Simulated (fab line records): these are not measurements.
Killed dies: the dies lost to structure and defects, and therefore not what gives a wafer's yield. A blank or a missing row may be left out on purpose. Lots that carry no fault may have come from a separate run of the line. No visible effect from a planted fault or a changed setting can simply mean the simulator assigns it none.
Which tool did it? :: flow sky130 :: route of 708 steps, sampled at 1 step: 23 lots, 69 wafers

## WHAT EACH GAUGE READ, for each wafer
SKY_LDD_P_OVL_MEAS_08. Usual: for LDD_P_OVL the level is -0.9 nm and the standard deviation is 1.5.
lot: L074
measured: day 18 20:11
on: overlay-01
LDD_P_OVL (nm): 0.3 -1.0 1.0
flag: 

lot: L075
measured: day 19 04:11
on: overlay-02
LDD_P_OVL (nm): -1.8 -4.8 -2.2
flag: 

lot: L076
measured: day 19 12:37
on: overlay-02
LDD_P_OVL (nm): 1.4 0.2 -0.1
flag: 

lot: L077
measured: day 20 02:38
on: overlay-02
LDD_P_OVL (nm): -0.7 -2.0 -1.6
flag: 

lot: L078
measured: day 20 09:31
on: overlay-01
LDD_P_OVL (nm): 1.4 2.2 0.5
flag: 

lot: L079
measured: day 20 23:10
on: overlay-02
LDD_P_OVL (nm): -2.3 -0.5 -1.7
flag: 

lot: L080
measured: day 21 00:25
on: overlay-01
LDD_P_OVL (nm): -1.4 -1.9 -2.6
flag: 

lot: L081
measured: day 21 17:47
on: overlay-01
LDD_P_OVL (nm): -2.4 0.2 -0.1
flag: 

lot: L082
measured: day 22 10:13
on: overlay-01
LDD_P_OVL (nm): -1.3 1.6 0.0
flag: 

lot: L083
measured: day 22 15:55
on: overlay-02
LDD_P_OVL (nm): -3.5 -1.7 -1.6
flag: 

lot: L084
measured: day 22 21:16
on: overlay-02
LDD_P_OVL (nm): -2.1 0.9 0.1
flag: 

lot: L085
measured: day 23 01:46
on: overlay-02
LDD_P_OVL (nm): -0.3 -2.7 -0.4
flag: 

lot: L086
measured: day 23 14:52
on: overlay-02
LDD_P_OVL (nm): -0.7 -0.9 -0.2
flag: 

lot: L087
measured: day 24 01:25
on: overlay-01
LDD_P_OVL (nm): -1.1 0.1 -1.1
flag: 

lot: L088
measured: day 24 03:10
on: overlay-01
LDD_P_OVL (nm): -2.5 -4.2 -4.4
flag: 

lot: L089
measured: day 24 19:32
on: overlay-02
LDD_P_OVL (nm): -1.4 -2.4 -2.9
flag: 

lot: L090
measured: day 24 22:13
on: overlay-02
LDD_P_OVL (nm): 1.1 -0.1 0.8
flag: 

lot: L092
measured: day 25 10:34
on: overlay-01
LDD_P_OVL (nm): -2.0 -2.2 -1.7
flag: 

lot: L094
measured: day 26 10:01
on: overlay-02
LDD_P_OVL (nm): -0.5 0.2 0.7
flag: 

lot: L093
measured: day 26 14:21
on: overlay-01
LDD_P_OVL (nm): -1.7 -0.6 0.3
flag: 

lot: L095
measured: day 26 15:40
on: overlay-01
LDD_P_OVL (nm): -2.4 2.8 -1.1
flag: 

lot: L096
measured: day 26 22:42
on: overlay-02
LDD_P_OVL (nm): -0.8 -3.1 -1.3
flag: 

lot: L097
measured: day 27 03:49
on: overlay-02
LDD_P_OVL (nm): -2.8 -0.5 -0.2
flag: 

## EACH LOT AND THE TOOL THAT RAN IT (in order: tool; ch and the chambers of the sampled wafers; start)
No process step before these readings appears in the record.

## AS READ BY THE TOOLS THEMSELVES (means over the sampled wafers that have a number; for cases with no such wafer, the mark the record gives instead)
The record holds no such reading with a usual standard deviation.

## THE ANSWER, worked out from the rows above alone
Rule: lot off if the mean of its wafers having a number is beyond 3 standard deviations from the usual mean. Also off: a lot with no number at a reading for which 4 or more lots have one. Where the step has rows for the other lots, those lots are counted as sound. The gauges are gone through in route order, then the tools' own readings, and for those a lot's mean is taken as printed above. At the first step where some lot is off, the reading lying furthest off is the one used; lots without a number count as furthest.
Nothing can be told from this: no lot is off at any reading shown.

## WHAT WAS PUT IN BY THE SIMULATOR
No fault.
